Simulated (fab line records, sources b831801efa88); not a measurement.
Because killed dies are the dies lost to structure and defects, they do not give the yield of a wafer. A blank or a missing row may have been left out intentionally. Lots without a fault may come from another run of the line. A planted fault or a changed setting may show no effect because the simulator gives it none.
Struck lot and sound lot, side by side    flow gf180mcu    18 steps out of a route of 602
Sound: the wafers L194.1, L194.4, L194.6. Struck: wafers L199.1, L199.2, L199.3. The cause is given at the end.
At each step with rows: each side's tool, then ch and its chambers, then its first start. Under that, the readings that differ: sound wafers    struck wafers    difference of the means    sigmas: that difference in standard deviations of wafers without a fault.
alike: readings whose means differ by less than 2 such deviations, and words and numbers that are the same on both sides. not compared: withheld readings, readings that some wafer has no value for, bounds like >300 that may hide the same value, and numbers for which the record gives no deviation and whose values overlap.
The two part at a step that has a row with sigmas, a row that says differs or no value, or rows on one side only. Numbers that don't overlap but have no deviation are shown without sigmas and don't part them. A reading that every wafer of one side lacks parts them only if that side has two wafers or more.

GF_V3_CMP_26: polishes, stops on SiO2, t overpolish 15 s, target thk 0 nm.
  sound on cmp-01 ch 0,2,3, day 22 22:44; struck on cmp-02 ch 0,1,3, day 24 21:04
  alike: motor_current_A, overpolish_run_s, time_to_endpoint_s
then, 1 step without rows for these wafers: GF_M4_SPUTTER_00 (material Ti, target thk 37.5 nm, time 150 s).
GF_M4_SPUTTER_01: material TiN, target thk 30 nm, time 25 s.
  sound: pvd_sputter-01 at day 22 23:02; struck: pvd_sputter-01 at day 24 21:28
  alike: throttle_valve_pct
GF_M4_SPUTTER_02: material AlCu, target thk 450 nm, time 23.9 s.
  sound: pvd_sputter-01 at day 22 23:04; struck: pvd_sputter-01 at day 24 21:29
  alike: throttle_valve_pct
GF_M4_SPUTTER_03: material Ti, target thk 10 nm, time 6.7 s.
  sound: pvd_sputter-01 at day 22 23:06; struck: pvd_sputter-01 at day 24 21:31
  alike: throttle_valve_pct
GF_M4_SPUTTER_04: material TiN, target thk 50 nm, time 41.7 s.
  sound: pvd_sputter-01 at day 22 23:07; struck: pvd_sputter-01 at day 24 21:32
  alike: throttle_valve_pct
GF_M4_RS_MEAS_05: uses a four-point probe to measure.
  sound: film_metro-03 at day 22 23:10; struck: film_metro-01 at day 24 21:35
  alike: M4_ALCU_RS
GF_M4_THK_MEAS_06: measures by xrf.
  sound: film_metro-03 at day 22 23:17; struck: film_metro-01 at day 24 21:42
  alike: M4_ALCU_THK
then, 4 steps without rows for these wafers: GF_M4_DEHYDRATE_07 (time 60 s); GF_M4_HMDS_08 (prime time 60 s); GF_M4_COAT_09 (resist thk 1000 nm); GF_M4_SOFTBAKE_10 (time 60 s).
GF_M4_EXPOSE_11: exposes mask Metal4, target cd 280 nm.
  sound on krf_scanner-01 ch 0, day 23 10:03; struck on krf_scanner-01 ch 0, day 25 07:39
reading               sound                 struck                difference  sigmas
exposure_dose_mJ_cm2  27.983 27.977 27.981  27.471 27.447 27.424  -0.533      -20
  alike: mask
then, 2 steps without rows for these wafers: GF_M4_PEB_12 (peb time 90 s); GF_M4_DEVELOP_13 (develop time 60 s).
GF_M4_CD_MEAS_14 targets a cd of 280 nm.
  sound: cd_sem-02 at day 23 21:33; struck: cd_sem-02 at day 25 18:13
reading     sound              struck             difference  sigmas
cd_nm (nm)  278.9 279.7 279.5  283.1 283.4 282.4  +3.6        +4
GF_M4_OVL_MEAS_15:
  sound: overlay-01 at day 23 21:40; struck: overlay-02 at day 25 18:20
  alike: M4_OVL
-- the record jumps here: 5 days lie between the struck wafers' starts before and after (it left off in module M4 and takes up again in module PASSIVATION, whose first step shown is number 602 of the route) --
GF_PASSIVATION_PROBE_99:
  the record has rows for the struck wafers here (prober-01, day 31 01:22) and none for the sound ones

## WHERE THEY PART
First at GF_M4_EXPOSE_11; last, within this record, at GF_PASSIVATION_PROBE_99.

WHY: the cause the simulator had injected
Process parameters drifting: krf_scanner-01 at GF_M4_EXPOSE_11, beginning at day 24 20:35. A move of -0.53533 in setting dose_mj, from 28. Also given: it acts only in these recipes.
